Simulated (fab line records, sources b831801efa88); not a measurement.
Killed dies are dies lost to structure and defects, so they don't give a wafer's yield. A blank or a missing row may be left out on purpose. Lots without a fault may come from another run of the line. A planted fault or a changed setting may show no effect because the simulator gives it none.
Which tool did it? | flow sky130 | 9 lots, 27 wafers sampled, at 3 steps of a route of 708

WHAT THE GAUGES READ, wafer by wafer
SKY_METAL1_CD_MEAS_15: target cd 140 nm. Usual: cd_nm 140.3 nm, standard deviation 1.5.
lot  | measured     | on        | cd_nm (nm)        | flag
L129 | day 36 00:17 | cd_sem-01 | 140.0 140.5 140.7 |
L130 | day 36 09:25 | cd_sem-02 | 142.5 141.4 141.5 |
L131 | day 36 18:56 | cd_sem-01 | 141.0 141.8 140.8 |
L132 | day 36 23:37 | cd_sem-02 | 139.8 139.3 137.7 |
L133 | day 38 08:43 | cd_sem-02 | 136.8 139.1 138.9 |
L136 | day 38 10:05 | cd_sem-01 | 142.1 141.0 141.1 |
L137 | day 38 18:43 | cd_sem-02 | 144.1 143.4 143.0 |
L138 | day 39 11:31 | cd_sem-01 | 140.6 140.8 141.2 |
L139 | day 40 04:29 | cd_sem-01 | 141.5 141.9 142.5 |

WHICH TOOL RAN EACH LOT (tool, then ch and the chambers of the sampled wafers, then the start)
lot  | SKY_METAL1_SPUTTER_00        | SKY_METAL1_SPUTTER_01
L129 | pvd_sputter-04, day 34 22:05 | pvd_sputter-04, day 34 22:06
L130 | pvd_sputter-02, day 35 07:24 | pvd_sputter-02, day 35 07:25
L131 | pvd_sputter-02, day 35 16:18 | pvd_sputter-02, day 35 16:20
L132 | pvd_sputter-02, day 35 20:40 | pvd_sputter-02, day 35 20:41
L133 | pvd_sputter-02, day 37 06:45 | pvd_sputter-02, day 37 06:46
L136 | pvd_sputter-02, day 37 08:23 | pvd_sputter-02, day 37 08:24
L137 | pvd_sputter-04, day 37 17:36 | pvd_sputter-04, day 37 17:37
L138 | pvd_sputter-02, day 38 10:37 | pvd_sputter-02, day 38 10:38
L139 | pvd_sputter-04, day 39 04:03 | pvd_sputter-04, day 39 04:04
- SKY_METAL1_SPUTTER_00: material Ti, target thk 15 nm, time 10 s.
- SKY_METAL1_SPUTTER_01: material TiN, target thk 20 nm, time 16.7 s.

WHAT THE TOOLS THEMSELVES READ (means of the sampled wafers that have a number; where no wafer has one, the mark that the record gives instead)
SKY_METAL1_SPUTTER_00. Usual: throttle_valve_pct 30.0 %, standard deviation 1.3.
lot  | tool           | throttle_valve_pct (%) | flag
L129 | pvd_sputter-04 | 30.8                   |
L130 | pvd_sputter-02 | 29.5                   |
L131 | pvd_sputter-02 | 29.0                   |
L132 | pvd_sputter-02 | 29.9                   |
L133 | pvd_sputter-02 | 29.9                   |
L136 | pvd_sputter-02 | 29.3                   |
L137 | pvd_sputter-04 | 29.1                   |
L138 | pvd_sputter-02 | 29.3                   |
L139 | pvd_sputter-04 | 31.0                   |

SKY_METAL1_SPUTTER_01. Usual: throttle_valve_pct 30.0 %, standard deviation 1.3.
lot  | tool           | throttle_valve_pct (%) | flag
L129 | pvd_sputter-04 | 31.0                   |
L130 | pvd_sputter-02 | 29.8                   |
L131 | pvd_sputter-02 | 29.0                   |
L132 | pvd_sputter-02 | 29.8                   |
L133 | pvd_sputter-02 | 30.0                   |
L136 | pvd_sputter-02 | 29.5                   |
L137 | pvd_sputter-04 | 29.0                   |
L138 | pvd_sputter-02 | 29.3                   |
L139 | pvd_sputter-04 | 31.0                   |

THE ANSWER, worked out from the rows above alone
Rule: a lot is off if the mean of its wafers that have a number lies more than 3 standard deviations from the usual mean. A lot without any number at a reading at which 4 lots or more have one is off too. The other lots that the step has rows for count as sound. The gauges are gone through in route order, then the tools' own readings, and for those a lot's mean is taken as printed above. The first step at which some lot is off is used, and at that step the reading that is off furthest; a lot without a number counts as furthest.
No lot is off at any reading shown: from this, nothing can be told.

WHAT THE SIMULATOR HAD PUT IN
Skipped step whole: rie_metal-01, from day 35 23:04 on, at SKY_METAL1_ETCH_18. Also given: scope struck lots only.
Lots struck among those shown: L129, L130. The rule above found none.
